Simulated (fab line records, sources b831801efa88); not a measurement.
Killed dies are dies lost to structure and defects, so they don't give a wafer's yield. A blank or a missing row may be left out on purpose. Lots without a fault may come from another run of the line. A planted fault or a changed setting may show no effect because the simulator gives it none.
fab line records | flow sky130
record lots=12 wafers=36 last_day=50
route steps=708 shown LDD_HVP@288 LDD_LDN@296 SPACER@305 PAD_OPEN@708
lots that met no fault: from a run of the same line without faults
start_h: hours from the record's first day to the start of the lot's first wafer shown | wait_h: hours since the lot's step before | " the same as in the row above | L1.1+2: a row that stands for several wafers | - no value, or no start given | * or withheld: withheld | < > ~ a bound
route shown NAME@n: a module of which the file shows steps, and the number in the route of the first | usual: mean/standard deviation of fault-free wafers | same: alike in all rows | chamber/n: place in a boat | sites: the reading at each site | _std_site: their standard deviation | _edge_site: outer sites' mean less inner sites' | radius_mm: how far each site lies from the wafer's centre | mask NAME#n: copy n | behind: the tool/chamber that last shaped the wafer | hold: why the lot was held/for how many hours/how that ended | device: the transistor (n, p or np) that didn't switch | end of line: the same wafers' tests at the end of the route | a step without rows: its recipe alone | killed: dies lost to structure and defects at the first sort, not the wafer's yield | map: a wafer's dies, x killed, . not, _ none there
set.NAME: the setting as run; set.NAME@STEP: as run at that earlier step | model.NAME: the simulator's own value behind a step, which no gauge read
steps of the route over a sample of lots; a table a step, a row a wafer
services: from which hour (start_h, from the record's first day; less than 0 if before it) a tool's chamber was out of use, for how many hours, and why
## steps
# step SKY_LDD_HVP_TW_MEAS_10
# usual LDD_HVP_TW=460.6/2.4
# columns lot.wafer tool chamber start_h wait_h LDD_HVP_TW
L249.2 film_metro-04 - 500.64 0.1 461.1
L249.4 " - " " 457.8
L249.6 " - " " 458.5
L250.1 film_metro-01 - 511.28 0.1 462.3
L250.3 " - " " 461.3
L250.5 " - " " 462.9
L251.1 film_metro-01 - 529.78 0.1 464.2
L251.5 " - " " 463.8
L251.6 " - " " 459.1
L252.1 film_metro-01 - 532.39 0.1 464.0
L252.2 " - " " 461.6
L252.6 " - " " 462.7
L256.2 film_metro-01 - 564.22 0.1 460.4
L256.3 " - " " 460.6
L256.6 " - " " 460.3
L259.1 film_metro-02 - 592.63 0.1 459.8
L259.3 " - " " 456.1
L259.4 " - " " 454.4
L263.3 film_metro-01 - 618.50 0.1 463.2
L263.4 " - " " 463.4
L263.6 " - " " 462.0
L268.4 film_metro-02 - 661.21 0.1 455.7
L268.5 " - " " 456.2
L268.6 " - " " 456.3
L269.1 film_metro-02 - 667.18 0.1 458.5
L269.5 " - " " 458.8
L269.6 " - " " 457.8
L270.2 film_metro-04 - 675.39 0.1 457.4
L270.4 " - " " 462.2
L270.5 " - " " 460.9
L271.1 film_metro-02 - 679.59 0.1 461.6
L271.2 " - " " 461.0
L271.3 " - " " 460.2
L272.1 film_metro-02 - 688.03 0.1 462.4
L272.4 " - " " 460.9
L272.6 " - " " 462.2
# step SKY_LDD_LDN_OVL_MEAS_07
# usual LDD_LDN_OVL=-0.7/1.2
# columns lot.wafer tool chamber start_h wait_h LDD_LDN_OVL[nm]
L249.2 overlay-02 - 530.75 0.1 -1.1
L249.4 " - " " -0.8
L249.6 " - " " -1.1
L250.1 overlay-01 - 541.64 0.1 -0.5
L250.3 " - " " 1.0
L250.5 " - " " 1.6
L251.1 overlay-01 - 559.65 0.1 -0.8
L251.5 " - " " -1.4
L251.6 " - " " -2.1
L252.1 overlay-02 - 561.85 0.1 -2.2
L252.2 " - " " -1.4
L252.6 " - " " -1.5
L256.2 overlay-01 - 592.35 0.1 -1.1
L256.3 " - " " -1.2
L256.6 " - " " -0.9
L259.1 overlay-01 - 621.90 0.1 -1.8
L259.3 " - " " -2.9
L259.4 " - " " -2.2
L263.3 overlay-02 - 647.10 0.1 -1.5
L263.4 " - " " -1.2
L263.6 " - " " -1.7
L268.4 overlay-02 - 689.56 0.1 -1.3
L268.5 " - " " 0.0
L268.6 " - " " 0.5
L269.1 overlay-01 - 695.20 0.1 0.9
L269.5 " - " " -1.1
L269.6 " - " " -0.7
L270.2 overlay-02 - 703.50 0.1 0.1
L270.4 " - " " 2.3
L270.5 " - " " 2.5
L271.1 overlay-02 - 707.89 0.1 -0.5
L271.2 " - " " 0.6
L271.3 " - " " 0.6
L272.1 overlay-01 - 715.69 0.1 -0.6
L272.4 " - " " -3.1
L272.6 " - " " -3.5
# step SKY_LDD_LDN_IMPLANT_10
# recipe species=As energy_kev=15 dose_cm2=1.25e+13 tilt_deg=withheld rotation_deg=203
# usual dose_ions_cm2=1.2498e+13/1.4e+10 end_station_pressure_torr=5.05e-06/2.4e-07 faraday_current_uA=70.5/1.2
# columns lot.wafer tool chamber start_h wait_h dose_ions_cm2 end_station_pressure_torr faraday_current_uA
L249.2 implanter-02 0 531.11 0.1 1.2511e+13 5.06e-06 68.6
L249.4 " 0 " " 1.251e+13 4.89e-06 69.2
L249.6 " 0 " " 1.2478e+13 5e-06 69.6
L250.1 implanter-03 0 541.98 0.1 1.2508e+13 5.07e-06 68.0
L250.3 " 0 " " 1.2505e+13 4.77e-06 71.6
L250.5 " 0 " " 1.2503e+13 5.07e-06 72.0
L251.1 implanter-01 0 559.98 0.1 1.2513e+13 5.08e-06 69.0
L251.5 " 0 " " 1.2487e+13 5.31e-06 70.1
L251.6 " 0 " " 1.2493e+13 5.25e-06 69.5
L252.1 implanter-01 0 562.18 0.1 1.2489e+13 5.04e-06 69.5
L252.2 " 0 " " 1.2523e+13 5.24e-06 70.0
L252.6 " 0 " " 1.2488e+13 4.82e-06 72.7
L256.2 implanter-02 0 592.71 0.1 3.272e+12 4.9e-06 18.3
L256.3 " 0 " " 3.261e+12 5.42e-06 18.4
L256.6 " 0 " " 3.254e+12 4.82e-06 18.7
L259.1 implanter-02 0 622.23 0.1 3.261e+12 4.52e-06 18.3
L259.3 " 0 " " 3.278e+12 5.13e-06 18.3
L259.4 " 0 " " 3.26e+12 4.96e-06 18.5
L263.3 implanter-01 0 647.48 0.1 1.2484e+13 4.98e-06 69.0
L263.4 " 0 " " 1.2498e+13 5e-06 69.7
L263.6 " 0 " " 1.2507e+13 4.97e-06 70.3
L268.4 implanter-01 0 689.95 0.1 1.2478e+13 4.67e-06 70.5
L268.5 " 0 " " 1.2485e+13 4.88e-06 71.1
L268.6 " 0 " " 1.249e+13 5.16e-06 69.7
L269.1 implanter-03 0 695.53 0.1 1.2503e+13 5.61e-06 70.4
L269.5 " 0 " " 1.2513e+13 5.06e-06 71.2
L269.6 " 0 " " 1.2492e+13 5.17e-06 70.1
L270.2 implanter-01 0 703.85 0.1 1.2515e+13 4.64e-06 70.7
L270.4 " 0 " " 1.2522e+13 5.1e-06 70.7
L270.5 " 0 " " 1.2493e+13 4.76e-06 68.6
L271.1 implanter-03 0 708.23 0.1 1.2508e+13 4.98e-06 70.8
L271.2 " 0 " " 1.2498e+13 5.37e-06 72.8
L271.3 " 0 " " 1.2511e+13 5.34e-06 71.0
L272.1 implanter-01 0 716.03 0.1 1.2488e+13 5.44e-06 68.3
L272.4 " 0 " " 1.2495e+13 4.96e-06 69.1
L272.6 " 0 " " 1.2482e+13 5.19e-06 70.2
# step SKY_LDD_LDN_TW_MEAS_13
# usual LDD_LDN_TW=1488/10
# columns lot.wafer tool chamber start_h wait_h LDD_LDN_TW
L249.2 film_metro-02 - 531.49 0.1 1480
L249.4 " - " " 1477
L249.6 " - " " 1484
L250.1 film_metro-02 - 542.38 0.1 1479
L250.3 " - " " 1472
L250.5 " - " " 1474
L251.1 film_metro-01 - 560.38 0.1 1493
L251.5 " - " " 1498
L251.6 " - " " 1499
L252.1 film_metro-01 - 562.58 0.1 1492
L252.2 " - " " 1502
L252.6 " - " " 1502
L256.2 film_metro-03 - 593.09 0.1 1369
L256.3 " - " " 1374
L256.6 " - " " 1373
L259.1 film_metro-02 - 622.63 0.1 1385
L259.3 " - " " 1391
L259.4 " - " " 1394
L263.3 film_metro-01 - 647.85 0.1 1492
L263.4 " - " " 1490
L263.6 " - " " 1498
L268.4 film_metro-02 - 690.31 0.1 1490
L268.5 " - " " 1496
L268.6 " - " " 1487
L269.1 film_metro-01 - 695.93 0.1 1487
L269.5 " - " " 1500
L269.6 " - " " 1490
L270.2 film_metro-03 - 704.24 0.1 1491
L270.4 " - " " 1480
L270.5 " - " " 1485
L271.1 film_metro-01 - 708.63 0.1 1501
L271.2 " - " " 1499
L271.3 " - " " 1497
L272.1 film_metro-03 - 716.43 0.1 1480
L272.4 " - " " 1487
L272.6 " - " " 1490
# step SKY_SPACER_THK_MEAS_01
# recipe reads=Si3N4_of_SPACER_CVD_00
# usual SPACER_CVD_00_THK=43.1/0.36
# columns lot.wafer tool chamber start_h wait_h SPACER_CVD_00_THK[nm]
L249.2 film_metro-03 - 533.96 0.0 43.7
L249.4 " - " " 43.2
L249.6 " - " " 43.5
L250.1 film_metro-03 - 543.69 0.0 43.0
L250.3 " - " " 43.2
L250.5 " - " " 43.5
L251.1 film_metro-04 - 561.73 0.0 42.9
L251.5 " - " " 43.0
L251.6 " - " " 42.8
L252.1 film_metro-01 - 563.99 0.0 43.1
L252.2 " - " " 43.0
L252.6 " - " " 43.0
L256.2 film_metro-04 - 594.41 0.0 43.0
L256.3 " - " " 43.2
L256.6 " - " " 43.0
L259.1 film_metro-04 - 625.20 0.0 42.9
L259.3 " - " " 43.4
L259.4 " - " " 43.2
L263.3 film_metro-04 - 649.55 0.0 42.8
L263.4 " - " " 43.3
L263.6 " - " " 43.2
L268.4 film_metro-04 - 691.62 0.0 43.4
L268.5 " - " " 43.4
L268.6 " - " " 43.0
L269.1 film_metro-04 - 697.25 0.0 42.3
L269.5 " - " " 42.7
L269.6 " - " " 42.5
L270.2 film_metro-03 - 707.42 0.0 43.2
L270.4 " - " " 43.0
L270.5 " - " " 43.1
L271.1 film_metro-03 - 711.13 0.0 43.4
L271.2 " - " " 42.9
L271.3 " - " " 43.3
L272.1 film_metro-03 - 718.23 0.0 43.5
L272.4 " - " " 43.5
L272.6 " - " " 43.5
# step SKY_PAD_OPEN_PROBE_99
# usual killed_at_M0_to_M3=45/6.9 killed_at_M4_up=3.1/1.7 killed_at_contacts=24/5.7 killed_at_front_end=15/4.6 killed_at_other=0.3/0.57 killed_dies=87/10 killed_open=48/7.4 killed_short=39/6.7
# same gross_dies=492 killed_at_back_side=0
# columns lot.wafer tool chamber start_h wait_h killed_at_M0_to_M3 killed_at_M4_up killed_at_contacts killed_at_front_end killed_at_other killed_dies killed_open killed_short
L249.2 prober-02 - 1084.46 0.1 46 4 25 14 0 89 44 45
L249.4 prober-02 - 1084.56 0.2 51 3 22 13 1 90 56 34
L249.6 prober-02 - 1084.66 0.2 48 4 24 13 0 89 56 33
L250.1 prober-01 - 1088.58 0.1 48 8 38 15 0 109 57 52
L250.3 prober-01 - 1088.68 0.2 50 7 25 18 0 100 48 52
L250.5 prober-01 - 1088.78 0.2 43 4 28 15 2 92 52 40
L251.1 prober-02 - 1100.41 0.1 34 7 29 10 0 80 39 41
L251.5 prober-02 - 1100.61 0.2 52 4 27 15 0 98 55 43
L251.6 prober-02 - 1100.66 0.2 37 4 21 10 0 72 38 34
L252.1 prober-01 - 1104.90 0.1 56 2 29 11 1 99 54 45
L252.2 prober-01 - 1104.95 0.1 36 4 38 6 0 84 53 31
L252.6 prober-01 - 1105.15 0.2 46 1 29 19 0 95 57 38
L256.2 prober-02 - 1120.76 0.1 36 4 13 23 1 77 35 42
L256.3 prober-02 - 1120.81 0.2 43 3 22 17 0 85 55 30
L256.6 prober-02 - 1120.96 0.2 43 2 16 20 1 82 43 39
L259.1 prober-01 - 1144.92 0.1 48 7 21 6 2 84 45 39
L259.3 prober-01 - 1145.02 0.2 44 0 22 11 0 77 40 37
L259.4 prober-01 - 1145.07 0.2 33 0 25 13 0 71 43 28
L263.3 prober-01 - 1159.27 0.2 41 3 24 26 1 95 48 47
L263.4 prober-01 - 1159.32 0.2 44 5 22 12 1 84 39 45
L263.6 prober-01 - 1159.42 0.2 59 2 20 17 0 98 58 40
L268.4 prober-02 - 1187.22 0.2 41 1 27 2 0 71 41 30
L268.5 prober-02 - 1187.27 0.2 40 2 32 14 0 88 48 40
L268.6 prober-02 - 1187.32 0.2 42 3 30 16 1 92 53 39
L269.1 prober-01 - 1192.12 0.1 55 3 22 18 0 98 54 44
L269.5 prober-01 - 1192.32 0.2 47 2 23 10 0 82 47 35
L269.6 prober-01 - 1192.37 0.2 50 2 25 10 0 87 49 38
L270.2 prober-02 - 1196.07 0.1 45 5 27 18 2 97 54 43
L270.4 prober-02 - 1196.17 0.2 45 4 22 10 0 81 45 36
L270.5 prober-02 - 1196.22 0.2 38 1 17 18 0 74 39 35
L271.1 prober-01 - 1197.57 0.1 38 4 25 16 0 83 50 33
L271.2 prober-01 - 1197.62 0.1 35 6 28 16 0 85 53 32
L271.3 prober-01 - 1197.67 0.2 53 1 23 25 0 102 50 52
L272.1 prober-02 - 1201.76 0.1 36 5 20 17 0 78 39 39
L272.4 prober-02 - 1201.91 0.2 43 0 16 12 1 72 37 35
L272.6 prober-02 - 1202.01 0.2 36 1 24 12 2 75 38 37
# killed by level:class
L249.2 CONTACT:geometric_particle:short=11 CONTACT:geometric_particle:open=9 VIA1:geometric_particle:open=8 VIA2:geometric_particle:open=8 VIA3:geometric_particle:open=7 VIA1:geometric_particle:short=6 POLY_GATE:geometric_particle:short=5 METAL1:geometric_particle:short=5
L249.4 VIA1:geometric_particle:open=14 CONTACT:geometric_particle:open=10 VIA3:geometric_particle:open=8 VIA2:geometric_particle:open=7 FIELD_ISO:geometric_particle:open=6 LI_CONTACT:geometric_particle:open=6 METAL1:geometric_particle:short=6 FIELD_ISO:geometric_particle:short=4
L249.6 VIA1:geometric_particle:open=12 VIA3:geometric_particle:open=11 CONTACT:geometric_particle:open=10 FIELD_ISO:geometric_particle:open=7 VIA3:geometric_particle:short=6 METAL2:geometric_particle:short=5 LI_CONTACT:geometric_particle:open=5 CONTACT:geometric_particle:short=5
L250.1 VIA1:geometric_particle:open=16 LI_CONTACT:geometric_particle:open=12 CONTACT:geometric_particle:open=11 METAL1:geometric_particle:short=11 VIA3:geometric_particle:open=6 CONTACT:geometric_particle:short=6 METAL4:geometric_particle:short=6 LOCAL_INTERCONNECT:geometric_particle:short=5
L250.3 CONTACT:geometric_particle:open=11 FIELD_ISO:geometric_particle:short=10 VIA1:geometric_particle:open=9 METAL1:geometric_particle:short=7 METAL2:geometric_particle:short=7 LI_CONTACT:geometric_particle:open=4 METAL4:geometric_particle:open=4 VIA1:geometric_particle:short=4
L250.5 CONTACT:geometric_particle:open=12 VIA1:geometric_particle:open=11 VIA3:geometric_particle:open=10 CONTACT:geometric_particle:short=8 METAL1:geometric_particle:short=7 FIELD_ISO:geometric_particle:open=3 LI_CONTACT:geometric_particle:open=3 FIELD_ISO:geometric_particle:short=3
L251.1 CONTACT:geometric_particle:open=11 VIA1:geometric_particle:open=8 METAL4:geometric_particle:short=7 LOCAL_INTERCONNECT:geometric_particle:short=6 METAL1:geometric_particle:short=6 LI_CONTACT:geometric_particle:open=5 METAL2:geometric_particle:short=5 VIA2:geometric_particle:open=5
L251.5 CONTACT:geometric_particle:open=11 VIA1:geometric_particle:open=10 METAL1:geometric_particle:short=8 VIA3:geometric_particle:open=8 VIA2:geometric_particle:short=6 LI_CONTACT:geometric_particle:open=6 METAL2:geometric_particle:short=6 VIA2:geometric_particle:open=6
L251.6 VIA1:geometric_particle:open=11 VIA2:geometric_particle:open=8 CONTACT:geometric_particle:short=7 METAL1:geometric_particle:short=6 LI_CONTACT:geometric_particle:open=5 SPACER:geometric_particle:short=4 CONTACT:geometric_particle:open=4 VIA3:geometric_particle:open=4
L252.1 CONTACT:geometric_particle:open=12 VIA2:geometric_particle:open=9 METAL1:geometric_particle:short=9 VIA1:geometric_particle:open=9 VIA3:geometric_particle:open=8 LI_CONTACT:geometric_particle:open=6 LOCAL_INTERCONNECT:geometric_particle:short=5 METAL2:geometric_particle:short=5
L252.2 CONTACT:geometric_particle:open=14 LI_CONTACT:geometric_particle:open=11 VIA1:geometric_particle:open=11 VIA3:geometric_particle:open=8 LOCAL_INTERCONNECT:geometric_particle:short=5 CONTACT:geometric_particle:short=5 VIA2:geometric_particle:open=4 METAL3:geometric_particle:short=4
L252.6 CONTACT:geometric_particle:open=10 VIA1:geometric_particle:open=9 VIA2:geometric_particle:open=9 FIELD_ISO:geometric_particle:open=8 METAL1:geometric_particle:short=8 VIA3:geometric_particle:open=8 FIELD_ISO:geometric_particle:short=7 LI_CONTACT:geometric_particle:open=6
L256.2 FIELD_ISO:geometric_particle:short=11 VIA2:geometric_particle:open=8 CONTACT:geometric_particle:open=6 VIA1:geometric_particle:open=6 METAL3:geometric_particle:short=5 METAL2:geometric_particle:short=3 POLY_GATE:geometric_particle:open=3 POLY_GATE:geometric_particle:short=3
L256.3 LI_CONTACT:geometric_particle:open=12 VIA3:geometric_particle:open=12 CONTACT:geometric_particle:open=6 METAL1:geometric_particle:short=6 VIA1:geometric_particle:open=6 FIELD_ISO:geometric_particle:short=5 POLY_GATE:geometric_particle:open=5 VIA1:geometric_particle:short=5
L256.6 VIA1:geometric_particle:open=10 POLY_GATE:geometric_particle:short=6 METAL1:geometric_particle:short=6 LOCAL_INTERCONNECT:geometric_particle:short=6 CONTACT:geometric_particle:open=6 VIA3:geometric_particle:open=6 FIELD_ISO:geometric_particle:open=5 POLY_GATE:geometric_particle:open=5
L259.1 METAL2:geometric_particle:short=10 VIA1:geometric_particle:open=7 VIA3:geometric_particle:open=7 LI_CONTACT:geometric_particle:open=6 CONTACT:geometric_particle:open=6 METAL4:geometric_particle:short=6 METAL3:geometric_particle:short=5 POLY_GATE:geometric_particle:open=4
L259.3 VIA1:geometric_particle:open=9 LI_CONTACT:geometric_particle:open=8 VIA2:geometric_particle:open=8 LOCAL_INTERCONNECT:geometric_particle:short=6 METAL1:geometric_particle:short=6 VIA3:geometric_particle:open=6 POLY_GATE:geometric_particle:short=5 CONTACT:geometric_particle:open=5
L259.4 CONTACT:geometric_particle:open=12 LI_CONTACT:geometric_particle:open=6 METAL1:geometric_particle:short=6 VIA1:geometric_particle:open=6 LI_CONTACT:geometric_particle:short=4 VIA2:geometric_particle:short=4 VIA3:geometric_particle:open=4 POLY_GATE:geometric_particle:short=3
L263.3 POLY_GATE:geometric_particle:short=10 VIA1:geometric_particle:open=10 FIELD_ISO:geometric_particle:open=6 METAL1:geometric_particle:short=6 LI_CONTACT:geometric_particle:open=6 CONTACT:geometric_particle:open=6 VIA2:geometric_particle:open=5 LI_CONTACT:geometric_particle:short=4
L263.4 VIA1:geometric_particle:open=11 CONTACT:geometric_particle:short=8 METAL1:geometric_particle:short=6 METAL2:geometric_particle:short=5 CONTACT:geometric_particle:open=5 VIA3:geometric_particle:open=5 LI_CONTACT:geometric_particle:open=4 VIA2:geometric_particle:short=4
L263.6 VIA1:geometric_particle:open=16 METAL2:geometric_particle:short=13 LI_CONTACT:geometric_particle:open=7 CONTACT:geometric_particle:open=7 VIA2:geometric_particle:open=6 FIELD_ISO:geometric_particle:short=5 VIA3:geometric_particle:open=5 FIELD_ISO:geometric_particle:open=4
L268.4 LI_CONTACT:geometric_particle:open=12 CONTACT:geometric_particle:open=8 VIA2:geometric_particle:open=8 METAL2:geometric_particle:short=6 VIA1:geometric_particle:short=6 VIA1:geometric_particle:open=6 VIA3:geometric_particle:open=5 VIA3:geometric_particle:short=4
L268.5 CONTACT:geometric_particle:open=15 CONTACT:geometric_particle:short=9 VIA2:geometric_particle:open=9 VIA1:geometric_particle:open=7 LI_CONTACT:geometric_particle:open=6 METAL2:geometric_particle:short=6 POLY_GATE:geometric_particle:short=5 METAL1:geometric_particle:short=4
L268.6 VIA1:geometric_particle:open=10 CONTACT:geometric_particle:open=8 VIA2:geometric_particle:open=7 LI_CONTACT:geometric_particle:open=6 METAL2:geometric_particle:short=6 LI_CONTACT:geometric_particle:short=5 CONTACT:geometric_particle:short=5 VIA3:geometric_particle:open=5
L269.1 VIA1:geometric_particle:open=18 CONTACT:geometric_particle:open=9 VIA1:geometric_particle:short=6 VIA2:geometric_particle:open=6 POLY_GATE:geometric_particle:short=5 CONTACT:geometric_particle:short=5 VIA3:geometric_particle:open=5 FIELD_ISO:geometric_particle:open=4
L269.5 VIA1:geometric_particle:open=17 CONTACT:geometric_particle:open=11 CONTACT:geometric_particle:short=6 METAL1:geometric_particle:short=5 METAL2:geometric_particle:short=5 VIA2:geometric_particle:open=5 VIA3:geometric_particle:open=5 VIA3:geometric_particle:short=5
L269.6 VIA2:geometric_particle:open=10 VIA1:geometric_particle:open=9 CONTACT:geometric_particle:open=9 METAL2:geometric_particle:short=8 LI_CONTACT:geometric_particle:open=6 METAL1:geometric_particle:short=5 VIA1:geometric_particle:short=5 FIELD_ISO:geometric_particle:open=4
L270.2 CONTACT:geometric_particle:open=9 VIA1:geometric_particle:open=9 METAL1:geometric_particle:short=9 VIA3:geometric_particle:open=9 LI_CONTACT:geometric_particle:open=7 VIA2:geometric_particle:open=6 POLY_GATE:geometric_particle:open=5 FIELD_ISO:geometric_particle:short=5
L270.4 VIA1:geometric_particle:open=11 CONTACT:geometric_particle:open=8 CONTACT:geometric_particle:short=7 METAL2:geometric_particle:short=6 VIA2:geometric_particle:open=6 VIA3:geometric_particle:open=6 POLY_GATE:geometric_particle:open=4 VIA1:geometric_particle:short=4
L270.5 FIELD_ISO:geometric_particle:short=9 METAL2:geometric_particle:short=8 VIA3:geometric_particle:open=8 CONTACT:geometric_particle:open=7 METAL1:geometric_particle:short=6 VIA1:geometric_particle:open=6 FIELD_ISO:geometric_particle:open=5 LI_CONTACT:geometric_particle:open=3
L271.1 CONTACT:geometric_particle:open=12 VIA2:geometric_particle:open=8 VIA1:geometric_particle:open=7 VIA3:geometric_particle:open=7 METAL2:geometric_particle:short=6 LI_CONTACT:geometric_particle:open=5 FIELD_ISO:geometric_particle:short=4 FIELD_ISO:geometric_particle:open=3
L271.2 VIA1:geometric_particle:open=13 LI_CONTACT:geometric_particle:open=10 CONTACT:geometric_particle:open=7 VIA3:geometric_particle:open=7 FIELD_ISO:geometric_particle:short=5 LOCAL_INTERCONNECT:geometric_particle:short=4 CONTACT:geometric_particle:short=4 METAL2:geometric_particle:open=4
L271.3 METAL2:geometric_particle:short=10 CONTACT:geometric_particle:short=9 FIELD_ISO:geometric_particle:open=8 VIA1:geometric_particle:open=8 VIA2:geometric_particle:open=8 CONTACT:geometric_particle:open=7 POLY_GATE:geometric_particle:short=6 METAL1:geometric_particle:short=6
L272.1 VIA1:geometric_particle:open=8 METAL2:geometric_particle:short=8 LI_CONTACT:geometric_particle:open=7 CONTACT:geometric_particle:open=7 FIELD_ISO:geometric_particle:open=6 METAL1:geometric_particle:short=6 FIELD_ISO:geometric_particle:short=4 VIA1:geometric_particle:short=4
L272.4 METAL1:geometric_particle:short=7 VIA2:geometric_particle:open=7 LI_CONTACT:geometric_particle:open=6 VIA1:geometric_particle:short=6 CONTACT:geometric_particle:short=4 CONTACT:geometric_particle:open=4 METAL2:geometric_particle:short=4 VIA3:geometric_particle:short=4
L272.6 VIA1:geometric_particle:open=11 CONTACT:geometric_particle:open=8 LI_CONTACT:geometric_particle:open=7 FIELD_ISO:geometric_particle:short=4 LOCAL_INTERCONNECT:geometric_particle:short=4 METAL1:geometric_particle:short=4 VIA2:geometric_particle:open=4 METAL3:geometric_particle:short=4
## services
# columns tool chamber start_h hours kind
implanter-03 - 557.85 4.3 pm
implanter-03 - 630.58 2.3 repair
implanter-03 - 646.27 3.7 repair
implanter-03 - 715.80 5.8 pm
## key
first_sign step=SKY_LDD_LDN_IMPLANT_10 reading=dose_ions_cm2 direction=down sigmas=99+ usual=* struck=*
effect step=SKY_LDD_LDN_IMPLANT_10 reading=faraday_current_uA direction=down sigmas=42 usual=70.5 struck=18.4
effect step=SKY_LDD_LDN_TW_MEAS_13 reading=LDD_LDN_TW direction=down sigmas=10 usual=1488 struck=1381
met_at SKY_LDD_LDN_IMPLANT_10
struck_lots L256,L259
tester_left_out L256,L259
not_acting_at SKY_LDD_HVP_TW_MEAS_10,SKY_LDD_LDN_OVL_MEAS_07,SKY_SPACER_THK_MEAS_01
onset_between 531.11 592.71
fault kind=process_parameter_drift tool=implanter-02 chamber=- onset_h=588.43 steps=SKY_LDD_LDN_IMPLANT_10 channel=dose_cm2 offset=* shape=step end_h=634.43 acts_in=* stated=*
# tester_left_out: of these lots the tester's yield and bins aren't shown, on N5 and GAA mostly nor the transistor test; their killed dies are dies lost to structure and defects alone, not to doping, threshold or leakage, so they don't give the yield
